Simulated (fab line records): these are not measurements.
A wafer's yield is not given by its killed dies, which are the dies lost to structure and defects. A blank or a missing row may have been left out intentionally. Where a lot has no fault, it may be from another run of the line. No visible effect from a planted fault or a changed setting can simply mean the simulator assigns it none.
fab line records	flow sky130
record: lots: 6	wafers: 17	last-day: 50
route steps=708 shown SONOS_ONO@171 GATE_OXIDE@187 POLY_GATE@204 RES_PROTECT@206 SALICIDE@361 PAD_OPEN@708
lots with no fault: from the same line, run without faults
start-h: the number of hours between the record's first day and the start of the first shown wafer of the lot	wait-h: hours since the lot's step before	" the same as in the row above	L1.1+2: a single row standing in for several wafers	- either no value or no given start	* or withheld: withheld	< > ~ a bound
route shown NAME@n: names a module that has steps shown in the file, with the first one's number in the route	usual: mean/standard deviation taken from wafers without a fault	same: alike in all rows	chamber/n: place in a boat	sites: each site's reading	_std_site: standard deviation across them	_edge_site: inner sites' mean taken away from outer sites' mean	radius-mm: how far each site lies from the wafer's centre	mask NAME#n: copy n	behind: tool/chamber where the wafer was last shaped	hold: why the lot was held/for how many hours/how that ended	device: the transistor (n, p or np) that didn't switch	end of line: the tests these same wafers got at the end of their route	where a step has no rows: the recipe by itself	killed: at the first sort, the dies lost to defects and structure; wafer yield is something else	map: per-die view of a wafer (x killed, . not killed, _ where there is no die)
set.NAME: the run value of the setting; set.NAME@STEP: its run value at that earlier step	model.NAME: the simulator's own value behind a step, which no gauge read
a table for each step, a row for each wafer; lots at some steps of the route
services: a tool's chamber out of use, with start hour (start-h, from the record's first day; less than 0 if before it), hours out, and reason
== steps ==
step: SKY_SONOS_ONO_THK_MEAS_03
recipe: reads: Si3N4_of_SONOS_ONO_CVD_02
usual: SONOS_ONO_CVD_02_THK: 10.50/0.13
lot.wafer	tool	chamber	start-h	wait-h	SONOS_ONO_CVD_02_THK[nm]
L511.1	film-metro-03	-	305.82	0.0	10.41
L511.3	"	-	"	"	10.53
L511.5	"	-	"	"	10.43
L514.3	film-metro-02	-	325.75	0.0	10.61
L514.5	"	-	"	"	10.59
L514.6	"	-	"	"	10.51
L515.1	film-metro-01	-	336.84	0.0	10.38
L515.2	"	-	"	"	10.27
L515.6	"	-	"	"	10.47
L518.1	film-metro-01	-	356.78	0.0	10.54
L518.2	"	-	"	"	10.62
L518.6	"	-	"	"	10.51
L522.1	film-metro-03	-	394.96	0.0	10.34
L522.6	"	-	"	"	10.28
L526.3	film-metro-03	-	426.30	0.0	10.50
L526.5	"	-	"	"	10.34
L526.6	"	-	"	"	10.40
step: SKY_SONOS_ONO_CVD_04
recipe: material: SiO2	precursor: SiH4/N2O	target-thk-nm: 5.7199	temp-c: 900	pressure-mtorr: 400
step: SKY_SONOS_ONO_THK_MEAS_05
recipe: reads: SiO2_of_SONOS_ONO_CVD_04
usual: SONOS_ONO_CVD_04_THK: 5.73/0.13
lot.wafer	tool	chamber	start-h	wait-h	SONOS_ONO_CVD_04_THK[nm]
L511.1	film-metro-03	-	307.13	0.0	5.80
L511.3	"	-	"	"	5.81
L511.5	"	-	"	"	5.89
L514.3	film-metro-02	-	327.06	0.0	5.64
L514.5	"	-	"	"	5.79
L514.6	"	-	"	"	5.76
L515.1	film-metro-02	-	338.15	0.0	5.93
L515.2	"	-	"	"	5.98
L515.6	"	-	"	"	5.97
L518.1	film-metro-03	-	358.09	0.0	5.87
L518.2	"	-	"	"	5.87
L518.6	"	-	"	"	5.92
L522.1	film-metro-02	-	396.27	0.0	5.95
L522.6	"	-	"	"	5.79
L526.3	film-metro-03	-	428.23	0.0	5.65
L526.5	"	-	"	"	5.67
L526.6	"	-	"	"	5.77
step: SKY_SONOS_ONO_DEHYDRATE_06
recipe: temp-c: 200	time-s: 60
step: SKY_SONOS_ONO_HMDS_07
recipe: prime-time-s: 60	prime-temp-c: 120
step: SKY_SONOS_ONO_COAT_08
recipe: resist: NOVOLAK	spin-rpm: 3000	resist-thk-nm: 1140
step: SKY_SONOS_ONO_SOFTBAKE_09
recipe: temp-c: 90	time-s: 60	resist: NOVOLAK
step: SKY_SONOS_ONO_EXPOSE_10
recipe: mask-id: ONOM	target-cd-nm: 410	na: 0.6	source-shape: conventional	sigma-outer: 0.6	dose-mj: 150
step: SKY_SONOS_ONO_PEB_11
recipe: temp-c: withheld	time-s: *	resist: NOVOLAK
step: SKY_SONOS_ONO_DEVELOP_12
recipe: develop-time-s: 60	dev-temp-c: 23
step: SKY_SONOS_ONO_CD_MEAS_13
recipe: target-cd-nm: 410
usual: cd-nm: 409.5/2.2
lot.wafer	tool	chamber	start-h	wait-h	cd-nm
L511.1	cd-sem-01	-	333.19	0.1	410.5
L511.3	"	-	"	"	409.7
L511.5	"	-	"	"	410.2
L514.3	cd-sem-01	-	353.63	0.1	408.4
L514.5	"	-	"	"	408.8
L514.6	"	-	"	"	410.8
L515.1	cd-sem-01	-	365.04	0.1	412.7
L515.2	"	-	"	"	410.7
L515.6	"	-	"	"	412.3
L518.1	cd-sem-01	-	386.78	0.1	408.7
L518.2	"	-	"	"	405.6
L518.6	"	-	"	"	406.1
L522.1	cd-sem-01	-	425.39	0.1	409.8
L522.6	"	-	"	"	407.4
L526.3	cd-sem-01	-	458.57	0.1	406.6
L526.5	"	-	"	"	405.8
L526.6	"	-	"	"	404.1
step: SKY_SONOS_ONO_OVL_MEAS_14
usual: SONOS_ONO_OVL: 0.2/1.2
lot.wafer	tool	chamber	start-h	wait-h	SONOS_ONO_OVL[nm]
L511.1	overlay-01	-	333.31	0.1	0.3
L511.3	"	-	"	"	-0.4
L511.5	"	-	"	"	-0.2
L514.3	overlay-01	-	353.72	0.1	0.3
L514.5	"	-	"	"	-1.0
L514.6	"	-	"	"	-1.4
L515.1	overlay-02	-	365.16	0.1	-1.2
L515.2	"	-	"	"	-0.2
L515.6	"	-	"	"	-1.4
L518.1	overlay-02	-	386.90	0.1	-0.2
L518.2	"	-	"	"	1.3
L518.6	"	-	"	"	1.0
L522.1	overlay-02	-	425.51	0.1	0.3
L522.6	"	-	"	"	-0.3
L526.3	overlay-02	-	458.66	0.1	0.7
L526.5	"	-	"	"	1.4
L526.6	"	-	"	"	2.0
step: SKY_SONOS_ONO_ETCH_15
recipe: target-depth-nm: 19.52	chemistry: CHF3/O2	source-w: 600	bias-w: 200	pressure-mtorr: 40	chf3-flow-sccm: 50	O2_flow_sccm: 5	time-s: 7.8
usual: drypump-motor-current-A: 5.7/0.43	oes-product-au: 0.995/0.012	throttle-valve-pct: 8.824/0.0091
lot.wafer	tool	chamber	start-h	wait-h	drypump-motor-current-A	oes-product-au	rf-hours-counter-h	throttle-valve-pct	model.etch.depth-nm	model.SONOS_ONO.feature-depth-nm	model.NOVOLAK_of_SONOS_ONO_COAT_08.thk-nm
L511.1	rie-diel-03	3	333.35	0.0	5.6	1.001	92	8.824	19.62	19.62	1121
L511.3	"	1	"	"	5.9	0.987	59	8.809	19.11	19.11	1117
L511.5	"	3	"	"	5.6	0.993	-	8.816	19.41	19.41	1121
L514.3	rie-diel-01	3	353.75	0.0	5.4	1.006	3	8.825	19.4	19.4	1125
L514.5	"	3	"	"	5.4	1.002	-	8.835	19.56	19.56	1121
L514.6	"	0	"	"	6.4	1.009	-	8.821	19.87	19.87	1125
L515.1	rie-diel-02	0	365.20	0.0	5.8	0.982	51	8.821	18.75	18.75	1125
L515.2	"	3	"	"	5.9	0.990	3	8.845	19.27	19.27	1118
L515.6	"	1	"	"	4.8	0.980	-	8.812	19.04	19.04	1125
L518.1	rie-diel-01	1	386.93	0.0	5.6	0.992	0	8.841	7.169	7.169	1137
L518.2	"	0	"	"	6.3	1.021	8	8.823	20.11	20.11	1124
L518.6	"	2	"	"	5.6	0.995	-	8.820	19.22	19.22	1128
L522.1	rie-diel-01	2	425.55	0.0	5.5	0.995	3	8.821	7.133	7.133	1141
L522.6	"	3	"	"	5.4	0.999	-	8.815	19.46	19.46	1125
L526.3	rie-diel-02	0	458.68	0.0	5.8	0.987	53	8.825	19.07	19.07	1127
L526.5	"	1	"	"	4.7	0.992	-	8.831	19.4	19.4	1125
L526.6	"	2	"	"	6.2	0.992	-	8.823	19.4	19.4	1124
step: SKY_SONOS_ONO_WET_ETCH_16
recipe: chemistry: dHF	target-depth-nm: 14	dry: n2-spin	target: SiO2	dilution: 100:1	temp-c: 25	time-s: 280
step: SKY_SONOS_ONO_STRIP_17
recipe: chemistry: O2/N2	power-w: 1400	pressure-mtorr: 1500	platen-temp-c: withheld	o2-flow-sccm: 3000	n2-flow-sccm: 300	overash-fraction: 0.5
usual: drypump-motor-current-A: 5.55/0.18	n2-flow-sccm: 299.8/0.95	o2-flow-sccm: 3002/9.1	oes-product-au: 0.710/0.0045	strip-time-to-endpoint-s: 14.11/0.041
lot.wafer	tool	chamber	start-h	wait-h	drypump-motor-current-A	n2-flow-sccm	o2-flow-sccm	oes-product-au	rf-hours-counter-h	strip-time-to-endpoint-s
L511.1	plasma-asher-04	1	333.46	0.0	5.41	300.4	3016	0.707	21	14.07
L511.3	"	1	"	"	5.41	300.9	3015	0.714	-	14.01
L511.5	"	0	"	"	5.72	298.9	3009	0.713	-	14.07
L514.3	plasma-asher-02	0	353.89	0.0	5.34	299.1	3001	0.709	-	14.12
L514.5	"	0	"	"	5.37	298.4	3009	0.701	-	14.08
L514.6	"	1	"	"	5.58	299.8	2988	0.711	-	14.11
L515.1	plasma-asher-04	1	365.31	0.0	5.44	301.4	3004	0.717	25	14.10
L515.2	"	0	"	"	5.67	300.1	2994	0.707	25	14.04
L515.6	"	0	"	"	5.68	298.5	3014	0.704	-	14.11
L518.1	plasma-asher-01	1	387.05	0.0	5.93	300.6	2999	0.706	73	14.26
L518.2	"	0	"	"	5.47	300.1	2989	0.712	73	14.10
L518.6	"	0	"	"	5.45	300.7	3007	0.710	-	14.16
L522.1	plasma-asher-02	1	425.65	0.0	5.60	299.0	3023	0.708	61	14.30
L522.6	"	1	"	"	5.57	300.6	3014	0.703	-	14.11
L526.3	plasma-asher-04	0	458.82	0.0	5.67	299.0	3006	0.711	-	14.16
L526.5	"	0	"	"	5.67	299.6	3001	0.709	-	14.10
L526.6	"	1	"	"	5.41	300.4	3015	0.707	-	14.12
step: SKY_SONOS_ONO_WET_ETCH_18
recipe: chemistry: H3PO4	target-depth-nm: 15	target: Si3N4	temp-c: 160	time-s: 172
step: SKY_GATE_OXIDE_CLEAN_00
recipe: chemistry: SC1/SC2	mix: 1:4:20	temp-c: 70	time-s: 150	dry: n2-spin
step: SKY_GATE_OXIDE_OXIDATION_01
recipe: temp-c: 900	ambient: O2	stabilise-s: 600	purge-s: 300	target-thk-a: 102.68	ox-time-s: 1473
step: SKY_GATE_OXIDE_THK_MEAS_02
recipe: reads: SiO2_of_GATE_OXIDE_OXIDATION_01
usual: GATE_OXIDE_OXIDATION_00_THK: 10.20/0.19
lot.wafer	tool	chamber	start-h	wait-h	GATE_OXIDE_OXIDATION_00_THK[nm]
L511.1	film-metro-02	-	336.18	0.0	10.34
L511.3	"	-	"	"	10.20
L511.5	"	-	"	"	10.33
L514.3	film-metro-04	-	356.29	0.0	10.49
L514.5	"	-	"	"	10.37
L514.6	"	-	"	"	10.38
L515.1	film-metro-04	-	368.95	0.0	9.99
L515.2	"	-	"	"	10.11
L515.6	"	-	"	"	10.01
L518.1	film-metro-04	-	390.56	0.0	10.10
L518.2	"	-	"	"	10.17
L518.6	"	-	"	"	10.16
L522.1	film-metro-01	-	428.09	0.0	10.12
L522.6	"	-	"	"	9.92
L526.3	film-metro-04	-	460.43	0.0	10.31
L526.5	"	-	"	"	10.28
L526.6	"	-	"	"	10.30
step: SKY_GATE_OXIDE_DEHYDRATE_03
recipe: temp-c: 200	time-s: 60
step: SKY_GATE_OXIDE_HMDS_04
recipe: prime-time-s: 60	prime-temp-c: 120
step: SKY_GATE_OXIDE_COAT_05
recipe: resist: NOVOLAK	spin-rpm: 3000	resist-thk-nm: 1140
step: SKY_GATE_OXIDE_SOFTBAKE_06
recipe: temp-c: 90	time-s: 60	resist: NOVOLAK
step: SKY_GATE_OXIDE_EXPOSE_07
recipe: mask-id: LVOM	na: 0.6	source-shape: conventional	sigma-outer: 0.6	polarization: unpolarized	target-cd-nm: 600	dose-mj: 170
step: SKY_GATE_OXIDE_PEB_08
recipe: temp-c: withheld	time-s: *	resist: NOVOLAK
step: SKY_GATE_OXIDE_DEVELOP_09
recipe: resist: NOVOLAK	developer: TMAH	develop-time-s: 60	dev-temp-c: 23
step: SKY_GATE_OXIDE_OVL_MEAS_10
usual: GATE_OXIDE_OVL: 0.2/1.3
lot.wafer	tool	chamber	start-h	wait-h	GATE_OXIDE_OVL[nm]
L511.1	overlay-02	-	363.34	0.1	-0.2
L511.3	"	-	"	"	1.8
L511.5	"	-	"	"	0.6
L514.3	overlay-01	-	384.68	0.1	-1.5
L514.5	"	-	"	"	-1.2
L514.6	"	-	"	"	-2.1
L515.1	overlay-02	-	396.99	0.1	0.5
L515.2	"	-	"	"	-0.4
L515.6	"	-	"	"	-1.1
L518.1	overlay-02	-	420.67	0.1	-0.6
L518.2	"	-	"	"	-0.8
L518.6	"	-	"	"	0.3
L522.1	overlay-01	-	458.74	0.1	0.6
L522.6	"	-	"	"	1.0
L526.3	overlay-01	-	491.30	0.1	2.2
L526.5	"	-	"	"	2.1
L526.6	"	-	"	"	1.8
step: SKY_GATE_OXIDE_IMPLANT_11
recipe: species: B	energy-kev: 10	dose-cm2: 2.6e+12	tilt-deg: withheld
step: SKY_GATE_OXIDE_WET_ETCH_12
recipe: chemistry: dHF	target-depth-nm: 16.8	dry: n2-spin	target: SiO2	dilution: 100:1	temp-c: 25	time-s: 336
step: SKY_GATE_OXIDE_STRIP_13
recipe: chemistry: O2/N2	power-w: 1400	pressure-mtorr: 1500	platen-temp-c: withheld	o2-flow-sccm: 3000	n2-flow-sccm: 300	overash-fraction: 0.5
usual: drypump-motor-current-A: 5.67/0.21	n2-flow-sccm: 300.1/0.91	o2-flow-sccm: 3001/8.3	oes-product-au: 0.716/0.0046	strip-time-to-endpoint-s: 14.19/0.034
lot.wafer	tool	chamber	start-h	wait-h	drypump-motor-current-A	n2-flow-sccm	o2-flow-sccm	oes-product-au	rf-hours-counter-h	strip-time-to-endpoint-s
L511.1	plasma-asher-01	1	363.64	0.0	5.97	299.5	3005	0.721	70	14.28
L511.3	"	1	"	"	5.99	300.2	2995	0.709	-	14.21
L511.5	"	0	"	"	5.46	298.6	2989	0.711	-	14.22
L514.3	plasma-asher-01	1	384.99	0.0	5.96	301.7	3012	0.714	-	14.23
L514.5	"	0	"	"	5.46	300.1	3001	0.717	-	14.20
L514.6	"	1	"	"	5.95	300.3	3012	0.711	-	14.20
L515.1	plasma-asher-01	1	397.28	0.0	5.97	300.5	3008	0.708	74	14.19
L515.2	"	0	"	"	5.45	299.9	3014	0.719	74	14.21
L515.6	"	1	"	"	5.96	299.7	2999	0.716	-	14.22
L518.1	plasma-asher-01	1	420.96	0.0	5.98	299.1	3002	0.712	76	14.21
L518.2	"	0	"	"	5.45	300.6	3006	0.706	76	14.16
L518.6	"	1	"	"	5.96	300.6	2998	0.718	-	14.17
L522.1	plasma-asher-03	1	459.02	0.0	5.69	300.5	2999	0.713	3	14.17
L522.6	"	0	"	"	5.60	299.3	2997	0.707	-	14.18
L526.3	plasma-asher-03	0	491.61	0.0	5.63	301.1	2993	0.710	-	14.18
L526.5	"	0	"	"	5.64	300.5	2998	0.716	-	14.19
L526.6	"	1	"	"	5.68	299.7	3018	0.719	-	14.22
step: SKY_GATE_OXIDE_TW_MEAS_14
usual: GATE_OXIDE_TW: 225.8/2.1
lot.wafer	tool	chamber	start-h	wait-h	GATE_OXIDE_TW
L511.1	film-metro-02	-	363.74	0.1	223.2
L511.3	"	-	"	"	222.2
L511.5	"	-	"	"	223.5
L514.3	film-metro-04	-	385.08	0.1	226.3
L514.5	"	-	"	"	227.2
L514.6	"	-	"	"	227.0
L515.1	film-metro-04	-	397.38	0.1	227.6
L515.2	"	-	"	"	227.1
L515.6	"	-	"	"	227.3
L518.1	film-metro-01	-	421.06	0.1	226.0
L518.2	"	-	"	"	225.2
L518.6	"	-	"	"	225.8
L522.1	film-metro-04	-	459.12	0.1	224.4
L522.6	"	-	"	"	225.0
L526.3	film-metro-04	-	491.69	0.1	226.6
L526.5	"	-	"	"	226.5
L526.6	"	-	"	"	227.1
step: SKY_GATE_OXIDE_CLEAN_15
recipe: chemistry: SC1/SC2	mix: 1:4:20	temp-c: 70	time-s: 150	dry: n2-spin
step: SKY_GATE_OXIDE_OXIDATION_16
recipe: temp-c: 800	ambient: O2	idle-temp-c: 700	ramp-up-c-per-min: 10	ramp-down-c-per-min: 3	stabilise-s: 600	purge-s: 300	target-thk-a: 35.7	ox-time-s: 1915
step: SKY_POLY_GATE_CVD_00
recipe: material: poly-Si	target-thk-nm: 180	temp-c: 620	time-s: 720	pressure-mtorr: 200
step: SKY_POLY_GATE_THK_MEAS_01
recipe: reads: poly-Si_of_POLY_GATE_CVD_00
usual: POLY_GATE_CVD_00_THK: 180.3/1.6
lot.wafer	tool	chamber	start-h	wait-h	POLY_GATE_CVD_00_THK[nm]
L511.1	film-metro-03	-	367.25	0.0	180.3
L511.3	"	-	"	"	179.4
L511.5	"	-	"	"	180.9
L514.3	film-metro-03	-	389.35	0.0	180.9
L514.5	"	-	"	"	178.7
L514.6	"	-	"	"	180.8
L515.1	film-metro-02	-	400.43	0.0	181.6
L515.2	"	-	"	"	181.2
L515.6	"	-	"	"	179.4
L518.1	film-metro-03	-	425.02	0.0	182.9
L518.2	"	-	"	"	182.9
L518.6	"	-	"	"	182.1
L522.1	film-metro-02	-	462.25	0.0	182.6
L522.6	"	-	"	"	183.6
L526.3	film-metro-04	-	494.54	0.0	180.6
L526.5	"	-	"	"	180.4
L526.6	"	-	"	"	181.1
step: SKY_RES_PROTECT_DEHYDRATE_00
recipe: temp-c: 200	time-s: 60
step: SKY_RES_PROTECT_HMDS_01
recipe: prime-time-s: 60	prime-temp-c: 120
step: SKY_RES_PROTECT_COAT_02
recipe: resist: NOVOLAK	spin-rpm: 3000	resist-thk-nm: 1140
step: SKY_RES_PROTECT_SOFTBAKE_03
recipe: temp-c: 90	time-s: 60	resist: NOVOLAK
step: SKY_RES_PROTECT_EXPOSE_04
recipe: mask-id: RPM	na: 0.6	source-shape: conventional	sigma-outer: 0.6	polarization: unpolarized	target-cd-nm: 1270	dose-mj: 131
step: SKY_RES_PROTECT_PEB_05
recipe: temp-c: withheld	time-s: *	resist: NOVOLAK
step: SKY_RES_PROTECT_DEVELOP_06
recipe: resist: NOVOLAK	developer: TMAH	develop-time-s: 60	dev-temp-c: 23
step: SKY_SALICIDE_CLEAN_00
recipe: chemistry: HF-last	time-s: 30	dilution: 100:1	dry: ipa-marangoni
lot.wafer	tool	chamber	start-h	wait-h	model.SiO2_of_FIELD_ISO_CVD_24.thk-nm
L511.1+3	wet-bench-01	2	703.43	0.1	359.6
L511.5	"	2	"	"	359.1
L514.3	wet-bench-03	2	724.89	0.1	358.8
L514.5	"	2	"	"	360.2
L514.6	"	2	"	"	357.5
L515.1	wet-bench-03	2	733.39	0.1	358.5
L515.2	"	2	"	"	358.6
L515.6	"	2	"	"	357.2
L518.1	wet-bench-01	2	755.42	0.1	360.6
L518.2	"	2	"	"	358.9
L518.6	"	2	"	"	358.8
L522.1	wet-bench-04	3	787.17	0.1	362.6
L522.6	"	3	"	"	359.7
L526.3	wet-bench-03	0	815.57	0.1	359.8
L526.5	"	0	"	"	360.8
L526.6	"	0	"	"	360.9
step: SKY_PAD_OPEN_PROBE_99
usual: killed_at_M0_to_M3: 43/6.5	killed_at_M4_up: 3.2/1.8	killed-at-contacts: 26/5.2	killed-at-front-end: 16/4.8	killed-at-other: 0.3/0.6	killed-dies: 89/9.6	killed-open: 48/7.1	killed-short: 40/6.4
same: gross-dies: 492	killed-at-back-side: 0
lot.wafer	tool	chamber	start-h	wait-h	killed_at_M0_to_M3	killed_at_M4_up	killed-at-contacts	killed-at-front-end	killed-at-other	killed-dies	killed-open	killed-short	model.etest.nfet_16v.r-on-ohm-um	model.etest.pfet_16v.r-on-ohm-um	model.etest.pfet-g5v0d10v5.r-on-ohm-um	model.etest.nfet-g5v0d10v5.r-on-ohm-um	model.etest.nfet-g5v0d10v5.drive-ua-um	model.etest.tip-sonos.rs-ohm-sq	model.etest.nfet_05v0_nvt.drive-ua-um	model.etest.nfet_16v.drive-ua-um
L511.1	prober-02	-	1117.49	0.1	44	4	24	17	0	89	47	42	1.414e+04	1.473e+04	4709	1873	600.4	2613	575.5	221.6
L511.3	prober-02	-	1117.59	0.2	37	3	26	18	0	84	49	35	1.404e+04	1.521e+04	4662	1832	609.1	2552	580.7	224.5
L511.5	prober-02	-	1117.69	0.2	45	1	24	19	0	89	48	40	1.41e+04	1.491e+04	4706	1884	600.3	2603	577.4	219.4
L514.3	prober-01	-	1134.54	0.2	45	10	21	15	0	91	53	38	1.466e+04	1.506e+04	4776	1916	592.5	2686	562.8	214
L514.5	prober-01	-	1134.64	0.2	49	4	18	12	1	84	47	37	1.472e+04	1.554e+04	4756	1914	596	2629	567.5	212.5
L514.6	prober-01	-	1134.69	0.2	30	3	26	18	1	78	41	37	1.466e+04	1.518e+04	4790	1902	591.5	2664	565.3	214.9
L515.1	prober-02	-	1138.91	0.1	37	4	28	19	1	89	51	38	1.404e+04	1.53e+04	4755	1892	614.9	2562	581	224.6
L515.2	prober-02	-	1138.96	0.1	43	2	33	22	0	100	55	44	1.417e+04	1.563e+04	4722	1885	614.2	2587	581	223.7
L515.6	prober-02	-	1139.16	0.2	47	7	28	16	0	98	52	46	1.413e+04	1.536e+04	4720	1872	614.2	2604	581.5	222.8
L518.1	prober-01	-	1154.06	0.1	33	4	26	16	2	81	45	35	1.751e+04	1.65e+04	5505	2429	404.8	2882	427.4	133.8
L518.2	prober-01	-	1154.11	0.1	28	5	33	12	0	78	39	36	1.382e+04	1.529e+04	4751	1877	603.7	2711	575.8	224.7
L518.6	prober-01	-	1154.31	0.2	45	5	31	11	0	92	52	40	1.379e+04	1.54e+04	4789	1878	607.6	2719	579.5	226.2
L522.1	prober-01	-	1174.75	0.1	43	0	27	8	1	79	36	42	1.808e+04	1.67e+04	5482	2482	395.9	2775	420.8	131.6
L522.6	prober-01	-	1175.00	0.2	36	3	37	15	0	91	42	49	1.404e+04	1.491e+04	4678	1872	619.3	2587	586.4	226.4
L526.3	prober-01	-	1192.20	0.2	51	4	30	21	1	107	62	44	1.426e+04	1.527e+04	4896	1897	607.2	2663	576.6	221.3
L526.5	prober-01	-	1192.30	0.2	57	3	15	17	2	94	45	49	1.413e+04	1.517e+04	4828	1896	603.9	2600	576.3	223.1
L526.6	prober-01	-	1192.35	0.2	41	2	26	15	2	86	50	35	1.405e+04	1.508e+04	4835	1903	606.2	2640	578	221.7
killed by level:class
L511.1 VIA1:geometric-particle:open=11 CONTACT:geometric-particle:open=8 VIA2:geometric-particle:open=7 CONTACT:geometric-particle:short=6 FIELD_ISO:geometric-particle:short=5 VIA3:geometric-particle:short=5 VIA3:geometric-particle:open=5 LI_CONTACT:geometric-particle:open=4
L511.3 CONTACT:geometric-particle:open=10 VIA1:geometric-particle:open=7 LI_CONTACT:geometric-particle:open=6 VIA3:geometric-particle:open=6 VIA2:geometric-particle:open=6 METAL1:geometric-particle:short=5 FIELD_ISO:geometric-particle:open=4 VIA1:geometric-particle:short=3
L511.5 VIA1:geometric-particle:open=18 LI_CONTACT:geometric-particle:open=9 CONTACT:geometric-particle:open=6 POLY_GATE:geometric-particle:short=5 VIA3:geometric-particle:short=5 VIA1:geometric-particle:short=5 METAL2:geometric-particle:short=4 METAL1:geometric-particle:short=4
L514.3 VIA2:geometric-particle:open=12 VIA1:geometric-particle:open=10 METAL4:geometric-particle:short=7 LI_CONTACT:geometric-particle:open=5 LOCAL_INTERCONNECT:geometric-particle:short=5 CONTACT:geometric-particle:open=5 FIELD_ISO:geometric-particle:open=4 POLY_GATE:geometric-particle:short=4
L514.5 CONTACT:geometric-particle:open=10 VIA1:geometric-particle:open=9 VIA3:geometric-particle:open=7 VIA3:geometric-particle:short=6 METAL2:geometric-particle:short=5 METAL1:geometric-particle:short=5 VIA1:geometric-particle:short=5 LI_CONTACT:geometric-particle:open=4
L514.6 CONTACT:geometric-particle:open=8 LI_CONTACT:geometric-particle:open=7 VIA2:geometric-particle:open=7 POLY_GATE:geometric-particle:open=5 CONTACT:geometric-particle:short=5 METAL1:geometric-particle:short=4 LI_CONTACT:geometric-particle:short=4 VIA1:geometric-particle:open=4
L515.1 VIA1:geometric-particle:open=12 CONTACT:geometric-particle:open=11 FIELD_ISO:geometric-particle:short=8 VIA3:geometric-particle:open=6 FIELD_ISO:geometric-particle:open=5 LI_CONTACT:geometric-particle:open=5 LI_CONTACT:geometric-particle:short=4 LOCAL_INTERCONNECT:geometric-particle:short=4
L515.2 CONTACT:geometric-particle:open=14 VIA1:geometric-particle:open=10 METAL2:geometric-particle:short=10 CONTACT:geometric-particle:short=8 FIELD_ISO:geometric-particle:open=7 LI_CONTACT:geometric-particle:open=6 POLY_GATE:geometric-particle:open=5 VIA1:geometric-particle:short=5
L515.6 LI_CONTACT:geometric-particle:open=11 VIA1:geometric-particle:open=9 FIELD_ISO:geometric-particle:short=7 CONTACT:geometric-particle:short=7 METAL4:geometric-particle:short=7 VIA3:geometric-particle:open=7 METAL1:geometric-particle:short=6 FIELD_ISO:geometric-particle:open=5
L518.1 LI_CONTACT:geometric-particle:open=13 VIA1:geometric-particle:open=7 CONTACT:geometric-particle:open=6 POLY_GATE:geometric-particle:open=5 VIA1:geometric-particle:short=5 VIA3:geometric-particle:open=4 METAL1:geometric-particle:short=4 FIELD_ISO:geometric-particle:short=3
L518.2 LI_CONTACT:geometric-particle:open=12 CONTACT:geometric-particle:short=9 CONTACT:geometric-particle:open=7 VIA3:geometric-particle:short=6 FIELD_ISO:geometric-particle:open=4 VIA1:geometric-particle:open=4 VIA1:geometric-particle:short=4 METAL2:geometric-particle:short=4
L518.6 VIA1:geometric-particle:open=17 CONTACT:geometric-particle:open=10 LI_CONTACT:geometric-particle:open=7 VIA2:geometric-particle:open=6 LI_CONTACT:geometric-particle:short=5 CONTACT:geometric-particle:short=5 METAL1:geometric-particle:short=4 VIA2:geometric-particle:short=4
L522.1 CONTACT:geometric-particle:open=9 LI_CONTACT:geometric-particle:open=7 VIA1:geometric-particle:short=7 METAL2:geometric-particle:short=6 CONTACT:geometric-particle:short=5 METAL1:geometric-particle:short=5 METAL3:geometric-particle:short=5 VIA3:geometric-particle:open=5
L522.6 VIA1:geometric-particle:open=10 LI_CONTACT:geometric-particle:open=9 CONTACT:geometric-particle:open=8 POLY_GATE:geometric-particle:short=7 LI_CONTACT:geometric-particle:short=6 CONTACT:geometric-particle:short=6 FIELD_ISO:geometric-particle:open=5 LOCAL_INTERCONNECT:geometric-particle:short=5
L526.3 CONTACT:geometric-particle:open=17 VIA1:geometric-particle:open=9 LI_CONTACT:geometric-particle:open=8 VIA3:geometric-particle:open=8 FIELD_ISO:geometric-particle:short=7 VIA1:geometric-particle:short=6 VIA2:geometric-particle:open=6 METAL1:geometric-particle:short=5
L526.5 VIA1:geometric-particle:open=14 CONTACT:geometric-particle:open=9 METAL2:geometric-particle:short=9 VIA1:geometric-particle:short=8 VIA2:geometric-particle:open=6 METAL1:geometric-particle:short=6 VIA3:geometric-particle:short=6 POLY_GATE:geometric-particle:short=5
L526.6 VIA1:geometric-particle:open=16 CONTACT:geometric-particle:open=12 METAL2:geometric-particle:short=7 FIELD_ISO:geometric-particle:open=6 LI_CONTACT:geometric-particle:open=6 LOCAL_INTERCONNECT:geometric-particle:short=5 METAL1:geometric-particle:short=4 VIA3:geometric-particle:open=4
== services ==
tool	chamber	start-h	hours	kind
rie-diel-01	2	316.16	9.1	repair
rie-diel-02	3	333.40	5.6	repair
rie-diel-01	3	349.52	2.0	repair
wet-bench-03	-	399.12	4.2	repair
plasma-asher-01	-	495.65	0.6	repair
plasma-asher-01	-	501.15	10.0	pm
plasma-asher-04	-	507.72	1.7	repair
plasma-asher-04	-	540.73	5.8	repair
rie-diel-01	1	586.34	2.9	repair
rie-diel-01	1	597.52	25.1	repair
rie-diel-01	-	615.23	10.0	pm
plasma-asher-01	-	631.76	2.6	repair
rie-diel-01	1	649.04	7.6	repair
plasma-asher-04	-	652.06	2.8	pm
plasma-asher-01	-	675.36	2.1	repair
rie-diel-01	-	703.12	1.1	repair
rie-diel-01	2	732.04	2.0	repair
plasma-asher-01	-	733.75	9.0	pm
wet-bench-03	-	740.31	1.6	repair
rie-diel-01	1	775.84	1.4	repair
plasma-asher-04	-	796.39	1.3	repair
plasma-asher-01	-	801.57	1.6	repair
wet-bench-03	-	802.57	4.4	pm
plasma-asher-04	-	807.98	0.5	repair
== key ==
first-sign: step: SKY_SONOS_ONO_STRIP_17	reading: strip-time-to-endpoint-s	direction: up	sigmas: 4.1	usual: *	struck: *
effect none on later readings
model-effect: step: SKY_SONOS_ONO_ETCH_15	value: etch.depth-nm	without: 19.26	struck: 7.151
model-effect: step: SKY_SALICIDE_CLEAN_00	value: SiO2_of_FIELD_ISO_CVD_24.thk-nm	without: 359.5	struck: 361.6
model-effect: step: SKY_PAD_OPEN_PROBE_99	value: etest.nfet_16v.r-on-ohm-um	without: 1.41e+04	struck: 1.779e+04
met-at SKY_SONOS_ONO_ETCH_15
struck-wafers L518.1,L522.1
tester-left-out L518,L522
onset-between 353.75 386.93
fault: kind: process-parameter-drift	tool: rie-diel-01	chamber: -	onset-h: 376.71	steps: SKY_SONOS_ONO_ETCH_15	channel: time-s	offset: *	shape: step	end-h: 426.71	scope: struck-wafers-only	acts-in: *	stated: *
tester-left-out: of these lots the tester's yield and bins aren't shown, on N5 and GAA mostly nor the transistor test; their killed dies are dies lost to structure and defects alone, not to doping, threshold or leakage, so they don't give the yield
